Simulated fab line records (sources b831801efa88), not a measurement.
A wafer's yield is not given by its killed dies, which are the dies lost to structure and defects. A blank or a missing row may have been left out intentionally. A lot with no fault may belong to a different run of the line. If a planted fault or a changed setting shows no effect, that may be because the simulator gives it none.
Matching of chambers -- flow gf180mcu -- 3 sister chambers for GF_V1_CVD_00 on hdpcvd-01
The step deposits SiO2, target thk 600 nm, time 100 s. 6 wafers are shown with their chamber, then 7 later ones without.

== WAFERS PAIRED WITH THEIR CHAMBERS ==
wafer,chamber,run-length-s (s),pressure-mtorr (mTorr)
L944.1,0,127.5,5.996
L953.3,2,128.1,5.997
L953.4,1,128.2,5.993
L953.6,0,128.1,6.002
L957.1,1,127.9,6.027
L957.4,2,127.9,6.013

== WAFERS MISSING THEIR CHAMBER ==
wafer,run-length-s (s),pressure-mtorr (mTorr)
L957.6,127.6,6.011
L958.2,127.5,5.997
L958.3,128.1,6.006
L958.5,127.9,6.001
L959.2,128.1,5.987
L959.4,128.1,5.993
L959.6,128.0,5.981

== EACH ONE'S CHAMBER ==
wafer,from the rows above,in truth
L957.6,can't be placed: 0 or 2 or 1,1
L958.2,can't be placed: 0 or 2 or 1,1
L958.3,can't be placed: 1 or 2 or 0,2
L958.5,can't be placed: 0 or 2 or 1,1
L959.2,can't be placed: 2 or 0 or 1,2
L959.4,can't be placed: 2 or 1 or 0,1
L959.6,can't be placed: 0 or 2 or 1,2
0 of 7 placed correctly. Not placeable from these rows: 7 (in 7, the candidates include the true chamber). Wrongly placed: 0.
How it was worked out, from the rows above alone: a wafer's distance from a chamber is the root of the sum, over the readings, of the square of ((its reading less the chamber's mean) divided by the reading's scatter). If the next closest chamber is less than 2 further off than the closest, the wafer can't be placed; otherwise it belongs to the closest. For every chamber, the mean is computed from those of its wafers that are shown. How the scatter is found: for the shown wafers, subtract from each reading the mean of its chamber, square and add these, divide the total by (wafers less chambers), then take the root.
